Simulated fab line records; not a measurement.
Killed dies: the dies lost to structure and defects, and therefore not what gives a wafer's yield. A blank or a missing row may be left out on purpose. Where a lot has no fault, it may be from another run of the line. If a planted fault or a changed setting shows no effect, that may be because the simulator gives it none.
A struck lot beside a sound one    flow sky130    15 steps out of a route of 708
Sound: the wafers L555.1, L555.5, L555.6. Struck: wafer L568.5 (L568.3, L568.6, from the same lot, were not struck and are left out); the cause is given at the end.
At each step with rows: each side's tool, then ch and its chambers, then its first start. Under that, the readings that differ: sound wafers    struck wafers    difference of the means    sigmas: that difference in standard deviations of wafers without a fault.
alike: a reading whose means differ by less than 2 such deviations, as well as words and numbers matching on both sides. not compared: withheld readings; readings where some wafer has no value; bounds like >300 that might hide an equal value; numbers whose values overlap and for which the record gives no deviation.
A row with sigmas, a row that says differs or no value, or rows on one side alone: a step with any of these is where the two part. Numbers that have no deviation but don't overlap get no sigmas and don't part them. Lack of a reading on every wafer of one side parts them only where that side has two or more wafers.

SKY_METAL2_STRIP_20: strips in O2/N2.
  sound on plasma asher-03 ch 0,1, day 36 10:52; struck on plasma asher-02 ch 1, day 40 03:33
reading                       sound           struck  difference  sigmas
strip time to endpoint s (s)  2.80 2.71 2.79  2.66    -0.11       -2
  alike: drypump motor current A, oes product au
  not compared: rf hours counter h
then, 4 steps without rows for these wafers: SKY_METAL2_STRIP_21 (strips in post etch residue remover, time 1200 s); SKY_METAL2_CLEAN_22 (cleans in IPA, time 180 s); SKY_METAL2_CLEAN_23 (cleans in O3/DIW); SKY_VIA2_HDPCVD_00 (deposits SiO2, target thk 1180 nm, time 196.7 s).
SKY_VIA2_THK_MEAS_01:
  sound on film metro-04, day 36 11:35; struck on film metro-02, day 40 04:19
  alike: VIA2_HDPCVD_THK
SKY_VIA2_CMP_02: polishes SiO2.
  sound on cmp-01 ch 1,2, day 36 11:42; struck on cmp-01 ch 1, day 40 04:31
  alike: motor current A, platen rpm
SKY_VIA2_BOW_MEAS_03:
  sound on film metro-03, day 36 11:58; struck on film metro-04, day 40 04:42
  alike: VIA2_BOW
then, 4 steps without rows for these wafers: SKY_VIA2_DEHYDRATE_04 (time 60 s); SKY_VIA2_HMDS_05 (prime time 60 s); SKY_VIA2_COAT_06 (resist thk 60 nm); SKY_VIA2_COAT_07 (resist thk 450 nm).
SKY_VIA2_SOFTBAKE_08: time 90 s.
  sound on litho track-03 ch 0, day 37 00:00; struck on litho track-02 ch 0, day 40 17:00
reading                   sound                 struck  difference  sigmas
heater power total W (W)  57.25 57.20 57.29     62.69   +5.44       +45
run length s (s)          119.03 118.75 118.99  98.28   -20.64      -99 or more
then, 1 step without rows for these wafers: SKY_VIA2_EXPOSE_09 (exposes mask VIM2, target cd 200 nm).
-- the record jumps here: 9 days lie between the struck wafers' starts before and after (it left off in module VIA2 and takes up again in module PAD_OPEN, whose first step shown is number 708 of the route) --
SKY_PAD_OPEN_PROBE_99:
  sound on prober-02, day 46 21:31; struck on prober-02, day 49 19:19
reading                   sound           struck  difference  sigmas
defect limited yield (%)  85.6 82.7 82.3  79.3    -4.2        -2
killed at front end       12 13 23        27      +11         +2
killed dies               71 85 87        102     +21         +2
sort_bin_5_function (%)   8.1 11.2 9.8    12.8    +3.1        +2
sort n pass               421 407 405     390     -21         -2
sort yield pct (%)        85.6 82.7 82.3  79.3    -4.2        -2
  alike: killed_at_M0_to_M3, killed_at_M4_up, killed at contacts, killed at other, killed open, killed short, sort_bin_3_pad_short, sort_bin_6_memory

== WHERE THEY PART ==
First at SKY_METAL2_STRIP_20; last, within this record, at SKY_PAD_OPEN_PROBE_99.

WHY: what had been put in by the simulator
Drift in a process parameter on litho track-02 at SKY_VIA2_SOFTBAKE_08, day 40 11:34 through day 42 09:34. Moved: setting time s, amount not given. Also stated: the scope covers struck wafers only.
